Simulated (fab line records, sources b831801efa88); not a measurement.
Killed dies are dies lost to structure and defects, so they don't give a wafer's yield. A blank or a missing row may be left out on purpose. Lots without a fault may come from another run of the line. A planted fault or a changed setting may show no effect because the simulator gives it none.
A struck lot beside a sound one | flow sky130 | 18 steps out of a route of 708
Sound: wafers L863.1, L863.4, L863.6. Struck: wafer L875.2. (L875.1 of the same lot was not struck and is left out.) The cause comes at the end.
At each step with rows: each side's tool, then ch and its chambers, then its first start. Under that, the readings that differ: sound wafers | struck wafers | difference of the means | sigmas: that difference in standard deviations of wafers without a fault.
alike: readings whose means differ by less than 2 such deviations, and words and numbers that are the same on both sides. not compared: withheld readings, readings that some wafer has no value for, bounds like >300 that may hide the same value, and numbers for which the record gives no deviation and whose values overlap.
The two part at a step that has a row with sigmas, a row that says differs or no value, or rows on one side only. Numbers that don't overlap but have no deviation are shown without sigmas and don't part them. A reading that every wafer of one side lacks parts them only if that side has two wafers or more.

SKY_FIELD_ISO_THK_MEAS_02:
  sound on film_metro-01, day 2 03:31; struck on film_metro-01, day 4 16:46
  alike: FIELD_ISO_OXIDATION_00_THK
then, 1 step without rows for these wafers: SKY_FIELD_ISO_CVD_03 (deposits Si3N4 from DCS/NH3, target thk 165 nm, time 2830 s).
SKY_FIELD_ISO_THK_MEAS_04:
  sound on film_metro-04, day 2 07:31; struck on film_metro-02, day 4 19:03
  alike: FIELD_ISO_CVD_03_THK
then, 8 steps without rows for these wafers: SKY_FIELD_ISO_DEHYDRATE_05 (time 60 s); SKY_FIELD_ISO_HMDS_06 (prime time 60 s); SKY_FIELD_ISO_COAT_07 (resist thk 60 nm); SKY_FIELD_ISO_COAT_08 (resist thk 450 nm); SKY_FIELD_ISO_SOFTBAKE_09 (time 90 s); SKY_FIELD_ISO_EXPOSE_10 (exposes mask FOM, target cd 150 nm); SKY_FIELD_ISO_PEB_11; SKY_FIELD_ISO_DEVELOP_12 (develop time 60 s).
SKY_FIELD_ISO_CD_MEAS_13: target cd 150 nm.
  sound on cd_sem-01, day 2 22:57; struck on cd_sem-01, day 5 12:54
  reading    | sound             | struck | difference | sigmas
  cd_nm (nm) | 149.2 149.0 147.8 | 153.3  | +4.6       | +4
SKY_FIELD_ISO_ETCH_14: etches BARC in N2/H2, stops on SiO2, time 45.9 s, target depth 60 nm.
  sound on rie_diel-03 ch 1,2, day 2 23:04; struck on rie_diel-02 ch 1, day 5 13:01
  reading                                          | sound             | struck | difference | sigmas
  oes_product_au (a.u.)                            | 0.861 0.856 0.856 | 0.661  | -0.197     | -44
  run_length_s (s)                                 | 73.7 73.5 73.4    | 106.3  | +32.8      | +61
  model.KrF-thick_of_FIELD_ISO_COAT_08.thk_nm (nm) | 393.5 392.9 391.6 | 364.6  | -28.1      |
  alike: drypump_motor_current_A, throttle_valve_pct
  not compared: rf_hours_counter_h, model.FIELD_ISO.cd_nm
SKY_FIELD_ISO_ETCH_15: etches the open film in CHF3/O2, stops on Si, target depth 180 nm, time 72 s.
  sound on rie_diel-03 ch 1,2, day 2 23:07; struck on rie_diel-02 ch 1, day 5 13:04
  reading                                          | sound             | struck | difference | sigmas
  model.KrF-thick_of_FIELD_ISO_COAT_08.thk_nm (nm) | 240.5 236.8 235.7 | 209.5  | -28.2      |
  alike: drypump_motor_current_A, oes_product_au, run_length_s, throttle_valve_pct
  not compared: rf_hours_counter_h
SKY_FIELD_ISO_STRIP_16: strips in O2/N2.
  sound on plasma_asher-02 ch 0,1, day 2 23:10; struck on plasma_asher-01 ch 1, day 5 13:07
  reading                      | sound             | struck | difference | sigmas
  oes_product_au (a.u.)        | 0.386 0.379 0.381 | 0.365  | -0.017     | -4
  strip_time_to_endpoint_s (s) | 3.601 3.551 3.552 | 3.277  | -0.291     | -11
  alike: drypump_motor_current_A
  not compared: rf_hours_counter_h
SKY_FIELD_ISO_ETCH_17: etches Si in HBr/Cl2/O2, target depth 342 nm, time 97.7 s.
  sound on rie_si-01 ch 0,1, day 2 23:16; struck on rie_si-01 ch 1, day 5 13:13
  reading                    | sound             | struck | difference | sigmas
  model.FIELD_ISO.cd_nm (nm) | 148.8 149.3 147.4 | 146.6  | -1.9       |
  alike: drypump_motor_current_A, oes_product_au, run_length_s, throttle_valve_pct
  not compared: rf_hours_counter_h
then, 1 step without rows for these wafers: SKY_FIELD_ISO_WET_ETCH_18 (etches Si3N4 in H3PO4, target depth 25 nm, time 286 s).
-- the record jumps here: 44 days lie between the struck wafers' starts before and after (it left off in module FIELD_ISO and takes up again in module PAD_OPEN, whose first step shown is number 708 of the route) --
SKY_PAD_OPEN_PROBE_99:
  sound on prober-01, day 47 10:52; struck on prober-02, day 49 11:24
  reading                             | sound             | struck | difference | sigmas
  killed_at_other                     | 1 0 0             | 4      | +4         | +6
  model.etest.res_ndiff.line_ohm_um   | 751.4 763.9 764.9 | 792.5  | +32.4      |
  model.etest.res_pdiff.width_nm (nm) | 142.9 144.4 141.9 | 140.7  | -2.4       |
  model.etest.res_ndiff.width_nm (nm) | 156 156.9 155.4   | 154.2  | -1.9       |
  alike: killed_at_M0_to_M3, killed_at_M4_up, killed_at_contacts, killed_at_front_end, killed_dies, killed_on_rim, killed_open, killed_short
  not compared: model.etest.res_pdiff.line_ohm_um

WHERE THEY PART
First at SKY_FIELD_ISO_CD_MEAS_13; last, within this record, at SKY_PAD_OPEN_PROBE_99.

WHY: what the simulator had put in
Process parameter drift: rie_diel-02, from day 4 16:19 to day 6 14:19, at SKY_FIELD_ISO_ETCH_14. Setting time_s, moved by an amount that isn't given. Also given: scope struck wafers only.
